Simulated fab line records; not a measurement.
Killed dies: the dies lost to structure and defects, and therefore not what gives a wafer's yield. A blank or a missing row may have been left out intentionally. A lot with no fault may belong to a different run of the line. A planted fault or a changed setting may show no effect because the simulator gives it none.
Which of the tools did it? || flow sky130 || 11 lots with 32 wafers sampled at 5 steps, on a route of 708 steps

## WHAT EACH GAUGE READ, for each wafer
SKY_NWELL_THK_MEAS_02.
{"lot": "L771", "measured": "day 2 14:06", "on": "film-metro-04", "NWELL_OXIDATION_THK (nm)": "10.09 10.02 9.93"}
{"lot": "L772", "measured": "day 3 01:17", "on": "film-metro-04", "NWELL_OXIDATION_THK (nm)": "10.18 10.32 10.41"}
{"lot": "L774", "measured": "day 3 06:32", "on": "film-metro-02", "NWELL_OXIDATION_THK (nm)": "10.15 9.92 10.21"}
{"lot": "L775", "measured": "day 3 12:07", "on": "film-metro-01", "NWELL_OXIDATION_THK (nm)": "10.38 10.38 10.41"}
{"lot": "L776", "measured": "day 3 15:35", "on": "film-metro-01", "NWELL_OXIDATION_THK (nm)": "10.25 10.16 10.21"}
{"lot": "L777", "measured": "day 3 21:14", "on": "film-metro-01", "NWELL_OXIDATION_THK (nm)": "9.87 9.95 9.94"}
{"lot": "L778", "measured": "day 4 04:27", "on": "film-metro-01", "NWELL_OXIDATION_THK (nm)": "9.90 9.77 9.80"}
{"lot": "L783", "measured": "day 5 05:24", "on": "film-metro-01", "NWELL_OXIDATION_THK (nm)": "10.13 10.11"}
{"lot": "L789", "measured": "day 6 10:49", "on": "film-metro-01", "NWELL_OXIDATION_THK (nm)": "9.99 9.87 9.92"}
{"lot": "L793", "measured": "day 7 11:22", "on": "film-metro-04", "NWELL_OXIDATION_THK (nm)": "9.87 9.92 9.89"}
{"lot": "L794", "measured": "day 7 16:23", "on": "film-metro-02", "NWELL_OXIDATION_THK (nm)": "9.98 10.15 10.19"}

SKY_SONOS_ONO_THK_MEAS_03.
{"lot": "L771", "measured": "day 12 05:17", "on": "film-metro-04", "SONOS_ONO_CVD_02_THK (nm)": "10.30 10.36 10.30"}
{"lot": "L772", "measured": "day 12 15:01", "on": "film-metro-03", "SONOS_ONO_CVD_02_THK (nm)": "10.46 10.38 10.37"}
{"lot": "L774", "measured": "day 13 01:41", "on": "film-metro-03", "SONOS_ONO_CVD_02_THK (nm)": "10.50 10.37 10.41"}
{"lot": "L775", "measured": "day 13 09:00", "on": "film-metro-04", "SONOS_ONO_CVD_02_THK (nm)": "10.39 10.44 10.43"}
{"lot": "L776", "measured": "day 13 15:51", "on": "film-metro-02", "SONOS_ONO_CVD_02_THK (nm)": "10.70 10.75 10.72"}
{"lot": "L777", "measured": "day 13 21:55", "on": "film-metro-04", "SONOS_ONO_CVD_02_THK (nm)": "10.31 10.36 10.47"}
{"lot": "L778", "measured": "day 14 09:22", "on": "film-metro-03", "SONOS_ONO_CVD_02_THK (nm)": "10.56 10.53 10.51"}
{"lot": "L783", "measured": "day 15 22:35", "on": "film-metro-04", "SONOS_ONO_CVD_02_THK (nm)": "10.78 10.72"}
{"lot": "L789", "measured": "day 17 17:28", "on": "film-metro-03", "SONOS_ONO_CVD_02_THK (nm)": "10.29 10.54 10.40"}
{"lot": "L793", "measured": "day 19 06:44", "on": "film-metro-02", "SONOS_ONO_CVD_02_THK (nm)": "10.25 10.23 10.39"}
{"lot": "L794", "measured": "day 19 14:19", "on": "film-metro-02", "SONOS_ONO_CVD_02_THK (nm)": "10.17 10.25 10.31"}

## WHICH TOOL RAN EACH LOT (tool, then ch and the chambers of the sampled wafers, then the start)
{"lot": "L771", "SKY_NWELL_STRIP_14": "plasma-asher-04 ch 0,1, day 4 17:16", "SKY_VT_ADJUST_PCH_COAT_02": "litho-track-03 ch 0, day 10 08:10", "SKY_VT_ADJUST_PCH_STRIP_09": "plasma-asher-03 ch 0,1, day 10 20:12"}
{"lot": "L772", "SKY_NWELL_STRIP_14": "plasma-asher-02 ch 0,1, day 5 05:05", "SKY_VT_ADJUST_PCH_COAT_02": "litho-track-03 ch 0, day 10 21:38", "SKY_VT_ADJUST_PCH_STRIP_09": "plasma-asher-01 ch 0,1, day 11 09:53"}
{"lot": "L774", "SKY_NWELL_STRIP_14": "plasma-asher-02 ch 0,1, day 5 11:14", "SKY_VT_ADJUST_PCH_COAT_02": "litho-track-02 ch 0, day 11 07:49", "SKY_VT_ADJUST_PCH_STRIP_09": "plasma-asher-01 ch 0,1, day 11 19:56"}
{"lot": "L775", "SKY_NWELL_STRIP_14": "plasma-asher-01 ch 0,1, day 5 18:18", "SKY_VT_ADJUST_PCH_COAT_02": "litho-track-01 ch 0, day 11 14:34", "SKY_VT_ADJUST_PCH_STRIP_09": "plasma-asher-04 ch 0,1, day 12 03:08"}
{"lot": "L776", "SKY_NWELL_STRIP_14": "plasma-asher-01 ch 0,1, day 5 21:41", "SKY_VT_ADJUST_PCH_COAT_02": "litho-track-03 ch 0, day 11 21:29", "SKY_VT_ADJUST_PCH_STRIP_09": "plasma-asher-03 ch 0,1, day 12 09:39"}
{"lot": "L777", "SKY_NWELL_STRIP_14": "plasma-asher-02 ch 0,1, day 6 03:16", "SKY_VT_ADJUST_PCH_COAT_02": "litho-track-03 ch 0, day 12 02:14", "SKY_VT_ADJUST_PCH_STRIP_09": "plasma-asher-03 ch 0,1, day 12 14:17"}
{"lot": "L778", "SKY_NWELL_STRIP_14": "plasma-asher-01 ch 0,1, day 6 12:46", "SKY_VT_ADJUST_PCH_COAT_02": "litho-track-02 ch 0, day 12 13:01", "SKY_VT_ADJUST_PCH_STRIP_09": "plasma-asher-03 ch 0,1, day 13 02:50"}
{"lot": "L783", "SKY_NWELL_STRIP_14": "plasma-asher-01 ch 1, day 7 16:01", "SKY_VT_ADJUST_PCH_COAT_02": "litho-track-03 ch 0, day 14 01:02", "SKY_VT_ADJUST_PCH_STRIP_09": "plasma-asher-04 ch 0,1, day 14 14:29"}
{"lot": "L789", "SKY_NWELL_STRIP_14": "plasma-asher-04 ch 0,1, day 9 01:40", "SKY_VT_ADJUST_PCH_COAT_02": "litho-track-02 ch 0, day 15 18:43", "SKY_VT_ADJUST_PCH_STRIP_09": "plasma-asher-04 ch 1, day 16 09:38"}
{"lot": "L793", "SKY_NWELL_STRIP_14": "plasma-asher-01 ch 0,1, day 10 03:59", "SKY_VT_ADJUST_PCH_COAT_02": "litho-track-01 ch 0, day 17 04:05", "SKY_VT_ADJUST_PCH_STRIP_09": "plasma-asher-03 ch 0,1, day 17 19:32"}
{"lot": "L794", "SKY_NWELL_STRIP_14": "plasma-asher-01 ch 0, day 10 09:36", "SKY_VT_ADJUST_PCH_COAT_02": "litho-track-02 ch 0, day 17 12:46", "SKY_VT_ADJUST_PCH_STRIP_09": "plasma-asher-03 ch 0, day 18 03:45"}
- SKY_NWELL_STRIP_14: strips in O2/N2.
- SKY_VT_ADJUST_PCH_COAT_02: resist thk 3000 nm.
- SKY_VT_ADJUST_PCH_STRIP_09: strips in O2/N2.

## WHAT THE TOOLS THEMSELVES READ (means of the sampled wafers that have a number; where no wafer has one, the mark that the record gives instead)
SKY_NWELL_STRIP_14.
{"lot": "L771", "tool": "plasma-asher-04", "drypump-motor-current-A (A)": 5.5, "n2-flow-sccm (sccm)": 300.1, "o2-flow-sccm (sccm)": 3001, "oes-product-au (a.u.)": 0.724, "strip-time-to-endpoint-s (s)": 36.99}
{"lot": "L772", "tool": "plasma-asher-02", "drypump-motor-current-A (A)": 6.0, "n2-flow-sccm (sccm)": 300.8, "o2-flow-sccm (sccm)": 2997, "oes-product-au (a.u.)": 0.721, "strip-time-to-endpoint-s (s)": 36.91}
{"lot": "L774", "tool": "plasma-asher-02", "drypump-motor-current-A (A)": 6.0, "n2-flow-sccm (sccm)": 300.0, "o2-flow-sccm (sccm)": 3003, "oes-product-au (a.u.)": 0.720, "strip-time-to-endpoint-s (s)": 36.92}
{"lot": "L775", "tool": "plasma-asher-01", "drypump-motor-current-A (A)": 5.4, "n2-flow-sccm (sccm)": 301.4, "o2-flow-sccm (sccm)": 3003, "oes-product-au (a.u.)": 0.720, "strip-time-to-endpoint-s (s)": 36.94}
{"lot": "L776", "tool": "plasma-asher-01", "drypump-motor-current-A (A)": 5.4, "n2-flow-sccm (sccm)": 300.4, "o2-flow-sccm (sccm)": 3004, "oes-product-au (a.u.)": 0.728, "strip-time-to-endpoint-s (s)": 36.81}
{"lot": "L777", "tool": "plasma-asher-02", "drypump-motor-current-A (A)": 6.1, "n2-flow-sccm (sccm)": 300.0, "o2-flow-sccm (sccm)": 2999, "oes-product-au (a.u.)": 0.724, "strip-time-to-endpoint-s (s)": 37.08}
{"lot": "L778", "tool": "plasma-asher-01", "drypump-motor-current-A (A)": 5.5, "n2-flow-sccm (sccm)": 301.0, "o2-flow-sccm (sccm)": 3007, "oes-product-au (a.u.)": 0.716, "strip-time-to-endpoint-s (s)": 37.01}
{"lot": "L783", "tool": "plasma-asher-01", "drypump-motor-current-A (A)": 5.1, "n2-flow-sccm (sccm)": 299.0, "o2-flow-sccm (sccm)": 3004, "oes-product-au (a.u.)": 0.722, "strip-time-to-endpoint-s (s)": 36.80}
{"lot": "L789", "tool": "plasma-asher-04", "drypump-motor-current-A (A)": 5.6, "n2-flow-sccm (sccm)": 298.9, "o2-flow-sccm (sccm)": 3006, "oes-product-au (a.u.)": 0.724, "strip-time-to-endpoint-s (s)": 36.94}
{"lot": "L793", "tool": "plasma-asher-01", "drypump-motor-current-A (A)": 5.7, "n2-flow-sccm (sccm)": 299.9, "o2-flow-sccm (sccm)": 2997, "oes-product-au (a.u.)": 0.724, "strip-time-to-endpoint-s (s)": 36.73}
{"lot": "L794", "tool": "plasma-asher-01", "drypump-motor-current-A (A)": 6.0, "n2-flow-sccm (sccm)": 300.3, "o2-flow-sccm (sccm)": 2995, "oes-product-au (a.u.)": 0.723, "strip-time-to-endpoint-s (s)": 36.99}

SKY_VT_ADJUST_PCH_COAT_02.
{"lot": "L771", "tool": "litho-track-03", "dispense-pressure-kPa (kPa)": 48.9}
{"lot": "L772", "tool": "litho-track-03", "dispense-pressure-kPa (kPa)": 48.9}
{"lot": "L774", "tool": "litho-track-02", "dispense-pressure-kPa (kPa)": 55.6}
{"lot": "L775", "tool": "litho-track-01", "dispense-pressure-kPa (kPa)": 49.0}
{"lot": "L776", "tool": "litho-track-03", "dispense-pressure-kPa (kPa)": 49.0}
{"lot": "L777", "tool": "litho-track-03", "dispense-pressure-kPa (kPa)": 48.9}
{"lot": "L778", "tool": "litho-track-02", "dispense-pressure-kPa (kPa)": 55.5}
{"lot": "L783", "tool": "litho-track-03", "dispense-pressure-kPa (kPa)": 49.0}
{"lot": "L789", "tool": "litho-track-02", "dispense-pressure-kPa (kPa)": 55.5}
{"lot": "L793", "tool": "litho-track-01", "dispense-pressure-kPa (kPa)": 49.1}
{"lot": "L794", "tool": "litho-track-02", "dispense-pressure-kPa (kPa)": 55.6}

SKY_VT_ADJUST_PCH_STRIP_09.
{"lot": "L771", "tool": "plasma-asher-03", "drypump-motor-current-A (A)": 5.3, "n2-flow-sccm (sccm)": 299.8, "o2-flow-sccm (sccm)": 2994, "oes-product-au (a.u.)": 0.722, "strip-time-to-endpoint-s (s)": 37.12}
{"lot": "L772", "tool": "plasma-asher-01", "drypump-motor-current-A (A)": 5.4, "n2-flow-sccm (sccm)": 299.8, "o2-flow-sccm (sccm)": 2992, "oes-product-au (a.u.)": 0.724, "strip-time-to-endpoint-s (s)": 36.88}
{"lot": "L774", "tool": "plasma-asher-01", "drypump-motor-current-A (A)": 5.6, "n2-flow-sccm (sccm)": 300.5, "o2-flow-sccm (sccm)": 2995, "oes-product-au (a.u.)": 0.721, "strip-time-to-endpoint-s (s)": 36.82}
{"lot": "L775", "tool": "plasma-asher-04", "drypump-motor-current-A (A)": 5.5, "n2-flow-sccm (sccm)": 298.1, "o2-flow-sccm (sccm)": 2994, "oes-product-au (a.u.)": 0.724, "strip-time-to-endpoint-s (s)": 36.90}
{"lot": "L776", "tool": "plasma-asher-03", "drypump-motor-current-A (A)": 5.3, "n2-flow-sccm (sccm)": 299.9, "o2-flow-sccm (sccm)": 3008, "oes-product-au (a.u.)": 0.725, "strip-time-to-endpoint-s (s)": 36.91}
{"lot": "L777", "tool": "plasma-asher-03", "drypump-motor-current-A (A)": 5.3, "n2-flow-sccm (sccm)": 300.6, "o2-flow-sccm (sccm)": 2991, "oes-product-au (a.u.)": 0.722, "strip-time-to-endpoint-s (s)": 36.92}
{"lot": "L778", "tool": "plasma-asher-03", "drypump-motor-current-A (A)": 5.3, "n2-flow-sccm (sccm)": 299.4, "o2-flow-sccm (sccm)": 3000, "oes-product-au (a.u.)": 0.722, "strip-time-to-endpoint-s (s)": 36.94}
{"lot": "L783", "tool": "plasma-asher-04", "drypump-motor-current-A (A)": 5.7, "n2-flow-sccm (sccm)": 300.4, "o2-flow-sccm (sccm)": 2994, "oes-product-au (a.u.)": 0.724, "strip-time-to-endpoint-s (s)": 36.28}
{"lot": "L789", "tool": "plasma-asher-04", "drypump-motor-current-A (A)": 6.1, "n2-flow-sccm (sccm)": 299.3, "o2-flow-sccm (sccm)": 3010, "oes-product-au (a.u.)": 0.723, "strip-time-to-endpoint-s (s)": 37.09}
{"lot": "L793", "tool": "plasma-asher-03", "drypump-motor-current-A (A)": 5.3, "n2-flow-sccm (sccm)": 299.6, "o2-flow-sccm (sccm)": 2991, "oes-product-au (a.u.)": 0.725, "strip-time-to-endpoint-s (s)": 36.84}
{"lot": "L794", "tool": "plasma-asher-03", "drypump-motor-current-A (A)": 5.4, "n2-flow-sccm (sccm)": 300.2, "o2-flow-sccm (sccm)": 2993, "oes-product-au (a.u.)": 0.720, "strip-time-to-endpoint-s (s)": 36.70}

## THE ANSWER, worked out from the rows above alone
Rule: the lots themselves supply what counts as usual. Put in order of their means at a reading, lots are off if they are a third of the lots or fewer, leave a main group of 4 or more, and stand apart from it by a gap of 3 or more times the standard deviation of the main group's means; of several such gaps the widest counts. A main group whose means are all the same, to the digits that the tables above print for the reading, isn't used. Also off: a lot with no number at a reading for which 4 or more lots have one. The other lots that the step has rows for count as sound. After the gauges, taken in route order, come the tools' own readings; for these a lot's mean is taken, as printed above. The first step at which some lot is off is used, and at that step the reading that is off furthest; a lot without a number counts as furthest.
Off, at SKY_VT_ADJUST_PCH_STRIP_09 on strip-time-to-endpoint-s: L783. Main group: mean 36.91 s, sd 0.12.
A tool fits if, at that step or a process step before it, it ran every lot that is off, and no sound lot after the first of them. One fits: litho-track-03 at SKY_VT_ADJUST_PCH_COAT_02. A fault onset in the window from L777 (day 12 02:14, its last sound lot) to L783 (day 14 01:02, its first lot off) fits.

## WHAT WAS PUT IN BY THE SIMULATOR
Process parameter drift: litho-track-03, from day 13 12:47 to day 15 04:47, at SKY_VT_ADJUST_PCH_COAT_02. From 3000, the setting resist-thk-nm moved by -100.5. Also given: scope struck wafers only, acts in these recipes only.
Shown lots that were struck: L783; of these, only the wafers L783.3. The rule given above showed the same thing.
